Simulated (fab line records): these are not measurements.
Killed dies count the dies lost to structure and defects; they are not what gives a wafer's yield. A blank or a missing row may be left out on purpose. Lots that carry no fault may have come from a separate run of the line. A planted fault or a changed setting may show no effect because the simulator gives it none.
The tool behind it: which one? ; flow sky130 ; 7 lots with 21 wafers sampled at 2 steps, on a route of 708 steps

## WHAT EACH GAUGE READ, for each wafer
SKY_METAL3_OVL_MEAS_14.
lot;measured;on;METAL3_OVL (nm)
L277;day 38 22:55;overlay-02;8 2 -4
L280;day 39 18:05;overlay-01;3 -7 3
L282;day 41 07:42;overlay-01;1 7 2
L293;day 43 12:46;overlay-02;-4 -6 -2
L295;day 44 03:16;overlay-01;1 3 0
L297;day 44 13:17;overlay-02;12 10 13
L299;day 45 05:40;overlay-02;12 13 7

## TOOL THAT RAN EACH LOT (tool first, then ch and the chambers of the sampled wafers, then the start)
lot;SKY_SONOS_ONO_CVD_04
L277;lpcvd-03 ch 0, day 11 21:39
L280;lpcvd-03 ch 0, day 12 22:11
L282;lpcvd-03 ch 1, day 14 03:40
L293;lpcvd-03 ch 1, day 17 03:59
L295;lpcvd-03 ch 1, day 17 16:29
L297;lpcvd-03 ch 1, day 18 13:03
L299;lpcvd-03 ch 1, day 19 13:43
- SKY_SONOS_ONO_CVD_04: deposits SiO2 from SiH4/N2O, target thk 5.7199 nm.

## THE ANSWER, worked out from the rows above alone
Rule: what is usual is taken from the lots themselves. Put in order of their means at a reading, lots are off if they are a third of the lots or fewer, leave a main group of 4 or more, and stand apart from it by a gap of 3 or more times the standard deviation of the main group's means; of several such gaps the widest counts. Not used: any main group whose means are identical at the precision the tables above print for the reading. Also off: a lot with no number at a reading for which 4 or more lots have one. The other lots that the step has rows for count as sound.
Nothing can be told from this: no lot is off at any reading shown.

## WHAT HAD BEEN PUT IN BY THE SIMULATOR
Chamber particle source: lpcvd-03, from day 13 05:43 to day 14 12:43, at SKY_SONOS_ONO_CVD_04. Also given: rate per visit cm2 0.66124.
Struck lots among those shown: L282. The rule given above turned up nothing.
